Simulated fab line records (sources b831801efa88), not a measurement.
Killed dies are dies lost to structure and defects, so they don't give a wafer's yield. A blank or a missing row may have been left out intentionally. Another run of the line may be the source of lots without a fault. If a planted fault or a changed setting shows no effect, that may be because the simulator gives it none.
2 desks, one fault / flow gf180mcu / what lay behind the numbers comes last; until then each desk has only its own

FROM THE METROLOGY DESK
Means of the sampled wafers that have a number, per lot and without regard to the tool the lot ran on: this is what the gauges read. If a lot's mean is further than 4 standard deviations from the usual mean, the lot is out of limits and carries the mark OUT (the distance appears in the brackets).
Columns: A = HV_LDD_TW at GF_HV_LDD_TW_MEAS_11, usual 2402; B = NSD_RS at GF_PSD_RS_MEAS_14, usual 46.14 ohm/sq; C = PSD_RS at GF_PSD_RS_MEAS_15, usual 108.53 ohm/sq; D = SAB_OVL at GF_SAB_OVL_MEAS_10, usual 0.4 nm
lot=L539; first seen here=day 10 00:43; A=2415; B=46.19; C=108.77; D=1.1
lot=L540; first seen here=day 10 08:37; A=2425; B=46.14; C=108.36; D=1.9
lot=L541; first seen here=day 10 15:04; A=2374; B=46.04; C=108.23; D=0.4
lot=L542; first seen here=day 10 22:51; A=2380; B=46.10; C=108.73; D=1.4
lot=L544; first seen here=day 11 14:14; A=2375; B=46.13; C=108.50; D=-0.5
lot=L547; first seen here=day 12 16:03; A=2420; B=46.08; C=108.47; D=0.6
lot=L551; first seen here=day 13 20:06; A=2408; B=46.00; C=108.41; D=-0.3
lot=L554; first seen here=day 14 23:08; A=2412; B=43.54 (-29) OUT; C=103.34 (-21) OUT; D=-0.5
lot=L555; first seen here=day 15 05:34; A=2413; B=43.57 (-29) OUT; C=103.28 (-21) OUT; D=-0.2
lot=L556; first seen here=day 15 11:48; A=2402; B=43.55 (-29) OUT; C=103.26 (-21) OUT; D=0.1
lot=L559; first seen here=day 16 09:09; A=2406; B=46.10; C=108.19; D=1.5
lot=L562; first seen here=day 17 02:28; A=2431; B=46.06; C=108.65; D=-1.0
This desk's result: L554, L555, L556 out of limits, first on L554 (NSD_RS at GF_PSD_RS_MEAS_14), day 19 21:38. L539, L540, L541, L542, L544, L547, L551, L559, L562 stayed within limits.

AT THE TOOL OWNER'S DESK: rtp-anneal-02
At GF_PSD_RTA_13 (time 20 s), the tool's own readings, given per lot that ran on this tool as the mean of the sampled wafers with a number. If a lot's mean is further than 4 standard deviations from the usual mean, the lot is out of limits and carries the mark OUT (the distance appears in the brackets).
Columns: A = lamp-power-pct at GF_PSD_RTA_13, usual 35.2 %; B = run-length-s at GF_PSD_RTA_13, usual 48.85 s; C = wafer_temp_C_max at GF_PSD_RTA_13, usual 1028.2
lot=L539; first seen here=day 14 03:25; A=35.5; B=49.10; C=1027.2
lot=L540; first seen here=day 14 12:34; A=35.5; B=48.77; C=1027.2
lot=L541; first seen here=day 14 20:44; A=35.5; B=48.94; C=1027.6
lot=L542; first seen here=day 15 05:56; A=35.5; B=49.00; C=1027.2
lot=L551; first seen here=day 18 13:25; A=35.5; B=48.84; C=1027.5
lot=L554; first seen here=day 19 21:32; A=35.5; B=62.46 (+68) OUT; C=1028.0
lot=L555; first seen here=day 20 05:01; A=35.5; B=62.26 (+67) OUT; C=1027.0
lot=L556; first seen here=day 20 11:28; A=35.5; B=62.35 (+67) OUT; C=1027.7
This desk's verdict: out of limits on L554, L555, L556, starting with L554 at day 19 21:32 (run-length-s at GF_PSD_RTA_13). L539, L540, L541, L542, L551 stayed within limits.

TAKEN TOGETHER
The tool owner's desk had the chance to raise an alarm at day 19 21:32 on L554, L555, L556.
On L554, L555, L556, the metrology desk was in a position to raise an alarm at day 19 21:38.
On rtp-anneal-02, each named lot ran GF_PSD_RTA_13.

WHAT THE SIMULATOR PUT IN
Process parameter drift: rtp-anneal-02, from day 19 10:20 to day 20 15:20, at GF_PSD_RTA_13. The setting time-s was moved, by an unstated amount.
Shown lots that were struck: L554, L555, L556.
Counting hours from when the fault started, the first reading out of limits came at 11 for the tool owner's desk and at 11 for the metrology desk.
